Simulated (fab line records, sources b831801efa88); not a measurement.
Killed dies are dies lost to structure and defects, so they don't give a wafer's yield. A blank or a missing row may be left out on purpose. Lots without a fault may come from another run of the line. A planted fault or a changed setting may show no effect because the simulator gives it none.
One fault seen from 2 desks | flow gf180mcu | each desk has only its own numbers; what lay behind them comes last

THE TOOL OWNER'S DESK: pecvd-03
The tool's own readings at GF_CONTACT_CVD_02 (deposits SiO2 from TEOS, target thk 860 nm, time 95.992 s): means of the sampled wafers that have a number, for each lot that ran on this tool. A lot is out of limits, marked OUT, if its mean lies more than 4 standard deviations from the usual mean; the brackets give that distance.
Columns: A = heater_power_w at GF_CONTACT_CVD_02, usual 664 W
lot  | first seen here | A
L941 | day 15 06:02    | 690
L949 | day 18 00:35    | 682
L951 | day 18 21:37    | 663
L952 | day 19 08:29    | 673
L963 | day 22 22:16    | 604
L964 | day 23 05:02    | 641
This desk's finding: nothing out of limits on any of the 6 lots.

THE METROLOGY DESK
What the gauges read, lot by lot, whatever tool the lot ran on: means of the sampled wafers that have a number. A lot is out of limits, marked OUT, if its mean lies more than 4 standard deviations from the usual mean; the brackets give that distance.
Columns: A = CONTACT_CVD_02_THK at GF_CONTACT_THK_MEAS_03, usual 861 nm; B = M1_ALCU_THK at GF_M1_THK_MEAS_06, usual 442 nm
lot  | first seen here | A              | B
L941 | day 15 06:06    | 854            | 446
L949 | day 18 00:40    | 845            | 445
L948 | day 18 00:58    | 865            | 436
L951 | day 18 21:41    | 1031 (+15) OUT | 435
L952 | day 19 08:34    | 1030 (+15) OUT | 442
L954 | day 19 20:02    | 871            | 437
L956 | day 20 10:24    | 851            | 434
L958 | day 21 05:39    | 868            | 436
L959 | day 21 14:50    | 862            | 446
L961 | day 22 07:27    | 870            | 440
L962 | day 22 10:25    | 871            | 436
L963 | day 22 22:20    | 862            | 450
L964 | day 23 05:07    | 855            | 432
This desk's finding: out of limits on L951, L952; first on L951, day 18 21:41 (CONTACT_CVD_02_THK at GF_CONTACT_THK_MEAS_03). In limits: L941, L949, L948, L954, L956, L958, L959, L961, L962, L963, L964.

PUT TOGETHER
The metrology desk could have raised an alarm at day 18 21:41, on L951, L952.
The tool owner's desk saw nothing out of limits.
The tool owner's desk has L951, L952 on record, within its limits.
Of the lots named, all ran GF_CONTACT_CVD_02 on pecvd-03.

WHAT THE SIMULATOR HAD PUT IN
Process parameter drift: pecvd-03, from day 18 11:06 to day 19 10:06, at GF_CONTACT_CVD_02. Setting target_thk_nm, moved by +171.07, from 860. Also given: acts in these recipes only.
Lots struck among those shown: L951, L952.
Hours from the fault's start to each desk's first reading out of limits: the metrology desk, 11.
